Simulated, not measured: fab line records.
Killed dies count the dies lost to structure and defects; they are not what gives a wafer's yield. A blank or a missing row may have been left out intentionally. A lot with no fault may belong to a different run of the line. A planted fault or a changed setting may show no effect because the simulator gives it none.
fab line records	flow sky130
[record] lots = 6	wafers = 18	lastDay = 50
route steps=708 shown LDD_N@252 LDD_P@255 LDD_HVN@267 PAD_OPEN@708
lots that met no fault: taken from a fault-free run of the same line
startH: the number of hours between the record's first day and the start of the first shown wafer of the lot	waitH: hours from the lot's prior step to this one	" unchanged from the row above	L1.1+2: several wafers, shown together as one row	- no value present, or no start provided	* or withheld: withheld	< > ~ a bound
route shown NAME@n: a module of which the file shows steps, and the number in the route of the first	usual: mean/standard deviation taken from wafers without a fault	same: alike in all rows	chamber/n: place in a boat	sites: readings site by site	_std_site: how widely they spread, as a standard deviation	_edge_site: the outer-site mean with the inner-site mean subtracted	radiusMm: for every site, how far away it sits from the centre of the wafer	mask NAME#n: copy n	behind: the last tool/chamber to shape the wafer	hold: cause of the lot's hold/its duration in hours/its outcome	device: the n, p or np transistor that did not switch	end of line: the tests these same wafers got at the end of their route	a step without rows: its recipe alone	killed: dies lost to structure and defects at the first sort, not the wafer's yield	map: dies across one wafer; x = killed, . = not, _ = none there
set.NAME: the setting as run; set.NAME@STEP: as run at that earlier step	model.NAME: the simulator's own value behind a step, which no gauge read
lots at selected steps of the route; one table per step, one row per wafer
services: the hour from which a tool's chamber was out of use, counted from the record's first day as startH (under 0 if before that day), plus the number of hours and why
[[steps]]
[step SKY_LDD_N_IMPLANT_15]
[recipe] species = BF2	energyKev = 50	doseCm2 = 5e+12	tiltDeg = 30	rotationDeg = 270
[step SKY_LDD_N_STRIP_16]
[recipe] chemistry = O2/N2	powerW = 1400	pressureMtorr = 1500	platenTempC = withheld	o2FlowSccm = 3000	n2FlowSccm = 300	overashFraction = 0.5
[usual] drypumpMotorCurrentA = 5.8/0.65	oesProductAu = 0.406/0.0043	stripTimeToEndpointS = 4.309/0.015
lot.wafer	tool	chamber	startH	waitH	drypumpMotorCurrentA	oesProductAu	rfHoursCounterH	stripTimeToEndpointS
L261.2	plasmaAsher-01	1	454.54	0.1	4.8	0.406	33	4.297
L261.5	"	1	"	"	4.8	0.407	-	4.300
L261.6	"	0	"	"	5.8	0.410	-	4.312
L262.1	plasmaAsher-04	1	471.69	0.1	5.9	0.412	4	4.300
L262.5	"	0	"	"	6.8	0.414	-	4.303
L262.6	"	1	"	"	5.8	0.409	-	4.324
L272.3	plasmaAsher-01	0	540.63	0.1	5.8	0.405	-	4.305
L272.4	"	1	"	"	4.8	0.403	-	4.280
L272.6	"	0	"	"	5.8	0.407	-	4.327
L273.1	plasmaAsher-03	1	558.64	0.1	6.0	0.401	88	4.326
L273.3	"	0	"	"	6.1	0.401	-	4.326
L273.6	"	0	"	"	6.1	0.408	-	4.325
L274.1	plasmaAsher-03	1	581.18	0.1	6.0	0.409	90	4.309
L274.2	"	0	"	"	6.1	0.403	90	4.329
L274.6	"	0	"	"	6.1	0.411	-	4.334
L276.1	plasmaAsher-04	1	587.18	0.1	5.8	0.406	16	4.307
L276.2	"	0	"	"	6.8	0.405	16	4.323
L276.5	"	0	"	"	6.8	0.404	-	4.323
[step SKY_LDD_N_TW_MEAS_17]
[usual] LDD_N_TW = 2587/16
lot.wafer	tool	chamber	startH	waitH	LDD_N_TW
L261.2	filmMetro-02	-	454.65	0.1	2587
L261.5	"	-	"	"	2586
L261.6	"	-	"	"	2573
L262.1	filmMetro-02	-	471.79	0.1	2600
L262.5	"	-	"	"	2593
L262.6	"	-	"	"	2601
L272.3	filmMetro-04	-	540.71	0.1	2624
L272.4	"	-	"	"	2591
L272.6	"	-	"	"	2606
L273.1	filmMetro-02	-	558.74	0.1	2589
L273.3	"	-	"	"	2589
L273.6	"	-	"	"	2588
L274.1	filmMetro-02	-	581.28	0.1	2580
L274.2	"	-	"	"	2586
L274.6	"	-	"	"	2595
L276.1	filmMetro-03	-	587.28	0.1	2561
L276.2	"	-	"	"	2562
L276.5	"	-	"	"	2580
[step SKY_LDD_P_DEHYDRATE_00]
[recipe] tempC = 200	timeS = 60
[step SKY_LDD_P_HMDS_01]
[recipe] primeTimeS = 60	primeTempC = 120
[step SKY_LDD_P_COAT_02]
[recipe] resist = NOVOLAK	spinRpm = 3000	resistThkNm = 1140
[step SKY_LDD_P_SOFTBAKE_03]
[recipe] tempC = 90	timeS = 60	resist = NOVOLAK
[step SKY_LDD_P_EXPOSE_04]
[recipe] maskId = PSDM	na = 0.6	sourceShape = conventional	sigmaOuter = 0.6	polarization = unpolarized	targetCdNm = 380	doseMj = 138
[step SKY_LDD_P_PEB_05]
[recipe] tempC = withheld	timeS = *	resist = NOVOLAK
[step SKY_LDD_P_DEVELOP_06]
[recipe] resist = NOVOLAK	developer = TMAH	developTimeS = 60	devTempC = 23
[step SKY_LDD_P_CD_MEAS_07]
[recipe] targetCdNm = 380
[usual] cdNm = 381.9/2.6
lot.wafer	tool	chamber	startH	waitH	cdNm
L261.2	cdSem-01	-	484.82	0.1	380.0
L261.5	"	-	"	"	380.4
L261.6	"	-	"	"	380.3
L262.1	cdSem-01	-	503.45	0.1	382.3
L262.5	"	-	"	"	383.2
L262.6	"	-	"	"	379.2
L272.3	cdSem-02	-	570.19	0.1	381.6
L272.4	"	-	"	"	381.7
L272.6	"	-	"	"	381.2
L273.1	cdSem-01	-	588.01	0.1	382.8
L273.3	"	-	"	"	381.2
L273.6	"	-	"	"	381.4
L274.1	cdSem-01	-	610.25	0.1	379.9
L274.2	"	-	"	"	375.2
L274.6	"	-	"	"	377.6
L276.1	cdSem-01	-	616.15	0.1	378.9
L276.2	"	-	"	"	382.6
L276.5	"	-	"	"	381.3
[step SKY_LDD_P_OVL_MEAS_08]
[usual] LDD_P_OVL = 1.0/1.6
lot.wafer	tool	chamber	startH	waitH	LDD_P_OVL[nm]
L261.2	overlay-02	-	484.93	0.1	-0.6
L261.5	"	-	"	"	-1.1
L261.6	"	-	"	"	0.7
L262.1	overlay-02	-	503.57	0.1	1.2
L262.5	"	-	"	"	0.4
L262.6	"	-	"	"	0.3
L272.3	overlay-02	-	570.28	0.1	2.8
L272.4	"	-	"	"	2.6
L272.6	"	-	"	"	3.2
L273.1	overlay-02	-	588.13	0.1	-0.3
L273.3	"	-	"	"	0.4
L273.6	"	-	"	"	0.7
L274.1	overlay-01	-	610.37	0.1	2.4
L274.2	"	-	"	"	1.8
L274.6	"	-	"	"	3.3
L276.1	overlay-01	-	616.27	0.1	1.5
L276.2	"	-	"	"	1.3
L276.5	"	-	"	"	0.7
[step SKY_LDD_P_IMPLANT_09]
[recipe] species = BF2	energyKev = 25	doseCm2 = 1e+13	tiltDeg = withheld
[usual] faradayCurrentUA = 56.5/1
lot.wafer	tool	chamber	startH	waitH	faradayCurrentUA
L261.2	implanter-04	0	484.98	0.0	55.8
L261.5	"	0	"	"	56.8
L261.6	"	0	"	"	55.8
L262.1	implanter-04	0	503.61	0.0	56.1
L262.5	"	0	"	"	56.9
L262.6	"	0	"	"	54.8
L272.3	implanter-04	0	570.36	0.1	57.3
L272.4	"	0	"	"	57.9
L272.6	"	0	"	"	54.6
L273.1	implanter-03	0	588.16	0.0	57.1
L273.3	"	0	"	"	56.2
L273.6	"	0	"	"	56.6
L274.1	implanter-04	0	610.40	0.0	56.0
L274.2	"	0	"	"	55.5
L274.6	"	0	"	"	55.2
L276.1	implanter-02	0	616.31	0.0	56.1
L276.2	"	0	"	"	56.9
L276.5	"	0	"	"	58.5
[step SKY_LDD_P_STRIP_10]
[recipe] chemistry = O2/N2	powerW = 1400	pressureMtorr = 1500	platenTempC = withheld	o2FlowSccm = 3000	n2FlowSccm = 300	overashFraction = 0.5
[usual] drypumpMotorCurrentA = 5.7/0.55	oesProductAu = 0.716/0.0047	stripTimeToEndpointS = 14.17/0.041
lot.wafer	tool	chamber	startH	waitH	drypumpMotorCurrentA	oesProductAu	rfHoursCounterH	stripTimeToEndpointS
L261.2	plasmaAsher-01	1	485.11	0.1	4.8	0.717	36	14.14
L261.5	"	0	"	"	5.7	0.716	-	14.10
L261.6	"	1	"	"	4.8	0.714	-	14.12
L262.1	plasmaAsher-01	1	503.76	0.1	4.8	0.714	38	14.04
L262.5	"	0	"	"	5.7	0.708	-	14.10
L262.6	"	1	"	"	4.8	0.726	-	14.10
L272.3	plasmaAsher-01	0	570.49	0.1	5.8	0.720	-	14.16
L272.4	"	1	"	"	4.8	0.721	-	14.21
L272.6	"	0	"	"	5.7	0.713	-	14.14
L273.1	plasmaAsher-02	0	588.31	0.1	6.3	0.719	74	14.17
L273.3	"	1	"	"	6.0	0.714	-	14.15
L273.6	"	1	"	"	6.1	0.723	-	14.17
L274.1	plasmaAsher-03	1	610.55	0.1	6.0	0.713	93	14.15
L274.2	"	0	"	"	6.1	0.717	93	14.12
L274.6	"	1	"	"	6.0	0.712	-	14.18
L276.1	plasmaAsher-03	0	616.46	0.1	6.1	0.710	94	14.25
L276.2	"	1	"	"	6.0	0.708	94	14.22
L276.5	"	1	"	"	6.0	0.713	-	14.22
[step SKY_LDD_P_TW_MEAS_11]
[usual] LDD_P_TW = 636.2/2.6
lot.wafer	tool	chamber	startH	waitH	LDD_P_TW
L261.2	filmMetro-02	-	485.22	0.1	623.8
L261.5	"	-	"	"	622.0
L261.6	"	-	"	"	624.1
L262.1	filmMetro-02	-	503.86	0.1	625.0
L262.5	"	-	"	"	627.3
L262.6	"	-	"	"	627.0
L272.3	filmMetro-02	-	570.58	0.1	636.4
L272.4	"	-	"	"	635.5
L272.6	"	-	"	"	636.7
L273.1	filmMetro-01	-	588.41	0.1	632.3
L273.3	"	-	"	"	634.6
L273.6	"	-	"	"	635.5
L274.1	filmMetro-01	-	610.65	0.1	636.8
L274.2	"	-	"	"	637.9
L274.6	"	-	"	"	637.3
L276.1	filmMetro-01	-	616.56	0.1	635.0
L276.2	"	-	"	"	635.5
L276.5	"	-	"	"	638.2
[step SKY_LDD_HVN_DEHYDRATE_00]
[recipe] tempC = 200	timeS = 60
[step SKY_PAD_OPEN_PROBE_99]
[usual] killed_at_M0_to_M3 = 43/6.7	killed_at_M4_up = 3.2/1.8	killedAtContacts = 25/5.2	killedAtFrontEnd = 15/4.4	killedAtOther = 0.2/0.4	killedDies = 87/9.3	killedOpen = 48/7.1	killedShort = 39/6
[same] grossDies = 492	killedAtBackSide = 0
lot.wafer	tool	chamber	startH	waitH	killed_at_M0_to_M3	killed_at_M4_up	killedAtContacts	killedAtFrontEnd	killedAtOther	killedDies	killedOpen	killedShort	model.etest.tipP.rsOhmSqRange	model.etest.pfet_01v8.driveUaUmRange	model.etest.pfet_01v8.vtVRange
L261.2	prober-02	-	1119.04	0.1	44	3	22	12	0	81	43	38	2248	11	0.03257
L261.5	prober-02	-	1119.19	0.2	44	3	21	11	0	79	38	41	2525	12.99	0.04572
L261.6	prober-02	-	1119.24	0.2	38	4	17	10	0	69	44	25	2471	17.9	0.03884
L262.1	prober-02	-	1120.49	0.1	43	0	28	9	0	80	45	35	2128	12.03	0.03043
L262.5	prober-02	-	1120.69	0.2	53	3	25	15	0	96	50	46	2409	10.63	0.0355
L262.6	prober-02	-	1120.74	0.2	42	2	24	16	0	84	44	40	2245	17.09	0.03373
L272.3	prober-01	-	1165.60	0.2	48	4	32	16	0	100	58	42	237.1	9.409	0.02097
L272.4	prober-01	-	1165.65	0.2	35	6	31	20	0	92	51	41	101.2	9.971	0.009235
L272.6	prober-01	-	1165.75	0.2	41	6	18	20	0	85	45	40	368.4	13.47	0.01135
L273.1	prober-02	-	1176.73	0.1	44	1	29	10	1	85	50	35	202.9	4.253	0.007309
L273.3	prober-02	-	1176.83	0.2	37	1	26	19	0	83	38	45	118.9	4.992	0.005826
L273.6	prober-02	-	1176.98	0.2	49	5	19	20	0	93	50	43	141.6	3.588	0.007237
L274.1	prober-01	-	1185.30	0.1	36	4	28	18	0	86	44	42	66.97	4.635	0.01958
L274.2	prober-01	-	1185.35	0.1	36	3	27	14	0	80	48	32	108.2	10.03	0.009793
L274.6	prober-01	-	1185.55	0.2	51	3	30	8	0	92	52	40	222.7	10.03	0.01221
// killed by level:class
L261.2 VIA3:geometricParticle:open=9 VIA1:geometricParticle:open=9 LI_CONTACT:geometricParticle:open=6 VIA2:geometricParticle:open=6 POLY_GATE:geometricParticle:short=5 CONTACT:geometricParticle:open=5 METAL2:geometricParticle:short=5 CONTACT:geometricParticle:short=4
L261.5 VIA1:geometricParticle:open=11 CONTACT:geometricParticle:open=10 METAL3:geometricParticle:short=9 VIA3:geometricParticle:short=5 CONTACT:geometricParticle:short=4 METAL2:geometricParticle:short=4 VIA2:geometricParticle:short=4 POLY_GATE:geometricParticle:open=3
L261.6 VIA1:geometricParticle:open=14 CONTACT:geometricParticle:open=6 VIA2:geometricParticle:open=6 VIA3:geometricParticle:open=5 LI_CONTACT:geometricParticle:open=4 CONTACT:geometricParticle:short=4 METAL1:geometricParticle:short=4 SPACER:geometricParticle:open=3
L262.1 VIA1:geometricParticle:open=12 CONTACT:geometricParticle:open=9 CONTACT:geometricParticle:short=8 VIA3:geometricParticle:open=7 LOCAL_INTERCONNECT:geometricParticle:short=6 VIA1:geometricParticle:short=5 LI_CONTACT:geometricParticle:open=4 VIA2:geometricParticle:open=4
L262.5 VIA2:geometricParticle:open=10 VIA1:geometricParticle:short=10 LI_CONTACT:geometricParticle:open=8 VIA1:geometricParticle:open=8 VIA3:geometricParticle:open=8 CONTACT:geometricParticle:open=6 LOCAL_INTERCONNECT:geometricParticle:short=5 METAL2:geometricParticle:short=5
L262.6 VIA1:geometricParticle:open=12 CONTACT:geometricParticle:open=9 METAL1:geometricParticle:short=6 VIA3:geometricParticle:open=6 VIA1:geometricParticle:short=6 LI_CONTACT:geometricParticle:open=5 VIA2:geometricParticle:open=5 FIELD_ISO:geometricParticle:short=4
L272.3 CONTACT:geometricParticle:open=14 VIA1:geometricParticle:open=12 LI_CONTACT:geometricParticle:open=8 VIA2:geometricParticle:open=7 LOCAL_INTERCONNECT:geometricParticle:short=6 METAL1:geometricParticle:short=6 VIA3:geometricParticle:open=6 SPACER:geometricParticle:short=5
L272.4 CONTACT:geometricParticle:open=13 VIA1:geometricParticle:open=8 VIA3:geometricParticle:open=8 LOCAL_INTERCONNECT:geometricParticle:short=6 FIELD_ISO:geometricParticle:open=5 FIELD_ISO:geometricParticle:short=5 METAL2:geometricParticle:short=5 POLY_GATE:geometricParticle:open=4
L272.6 VIA1:geometricParticle:open=9 VIA1:geometricParticle:short=7 VIA2:geometricParticle:open=7 LI_CONTACT:geometricParticle:open=6 METAL1:geometricParticle:short=6 VIA3:geometricParticle:open=6 METAL4:geometricParticle:short=5 FIELD_ISO:geometricParticle:short=4
L273.1 CONTACT:geometricParticle:open=18 VIA1:geometricParticle:open=9 METAL1:geometricParticle:short=8 CONTACT:geometricParticle:short=5 METAL2:geometricParticle:short=5 VIA2:geometricParticle:short=5 VIA3:geometricParticle:open=4 FIELD_ISO:geometricParticle:open=3
L273.3 METAL1:geometricParticle:short=10 CONTACT:geometricParticle:open=10 FIELD_ISO:geometricParticle:short=8 VIA2:geometricParticle:open=7 FIELD_ISO:geometricParticle:open=6 CONTACT:geometricParticle:short=6 LI_CONTACT:geometricParticle:open=4 VIA1:geometricParticle:open=4
L273.6 VIA1:geometricParticle:open=14 VIA3:geometricParticle:open=8 POLY_GATE:geometricParticle:short=6 LOCAL_INTERCONNECT:geometricParticle:short=6 METAL1:geometricParticle:short=6 VIA2:geometricParticle:open=5 METAL4:geometricParticle:short=5 FIELD_ISO:geometricParticle:open=4
L274.1 CONTACT:geometricParticle:open=9 FIELD_ISO:geometricParticle:short=8 VIA1:geometricParticle:open=8 CONTACT:geometricParticle:short=7 VIA2:geometricParticle:open=7 LI_CONTACT:geometricParticle:open=5 METAL1:geometricParticle:short=5 FIELD_ISO:geometricParticle:open=4
L274.2 VIA1:geometricParticle:open=13 CONTACT:geometricParticle:open=12 LI_CONTACT:geometricParticle:open=8 CONTACT:geometricParticle:short=5 VIA3:geometricParticle:open=5 FIELD_ISO:geometricParticle:short=4 VIA3:geometricParticle:short=4 VIA2:geometricParticle:open=4
L274.6 VIA1:geometricParticle:open=13 CONTACT:geometricParticle:open=12 VIA2:geometricParticle:open=8 LI_CONTACT:geometricParticle:open=7 METAL1:geometricParticle:short=6 LI_CONTACT:geometricParticle:short=5 CONTACT:geometricParticle:short=5 VIA1:geometricParticle:short=5
[[services]]
tool	chamber	startH	hours	kind
implanter-03	-	488.34	6.5	pm
plasmaAsher-02	-	503.19	5.4	repair
implanter-04	-	552.04	3.9	repair
implanter-03	-	571.60	5.9	repair
plasmaAsher-01	-	596.70	0.6	repair
plasmaAsher-03	-	600.70	3.1	repair
implanter-04	-	603.66	3.4	pm
[[key]]
[firstSign] step = SKY_LDD_P_TW_MEAS_11	reading = LDD_P_TW	direction = down	sigmas = 4.4	usual = 636.2	struck = 624.9
effect none on later readings
[modelEffect] step = SKY_PAD_OPEN_PROBE_99	value = etest.tipP.rsOhmSqRange	without = 212.7	struck = 2338
metAt SKY_LDD_P_IMPLANT_09
struckWafers L261.2,L261.5,L261.6,L262.1,L262.5,L262.6
testerLeftOut L261,L262
[fault] kind = processParameterDrift	tool = implanter-04	chamber = -	onsetH = 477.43	steps = SKY_LDD_P_IMPLANT_09	channel = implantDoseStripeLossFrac	offset = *	shape = step	endH = 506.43
// testerLeftOut: of these lots the tester's yield and bins aren't shown, on N5 and GAA mostly nor the transistor test; their killed dies are dies lost to structure and defects alone, not to doping, threshold or leakage, so they don't give the yield
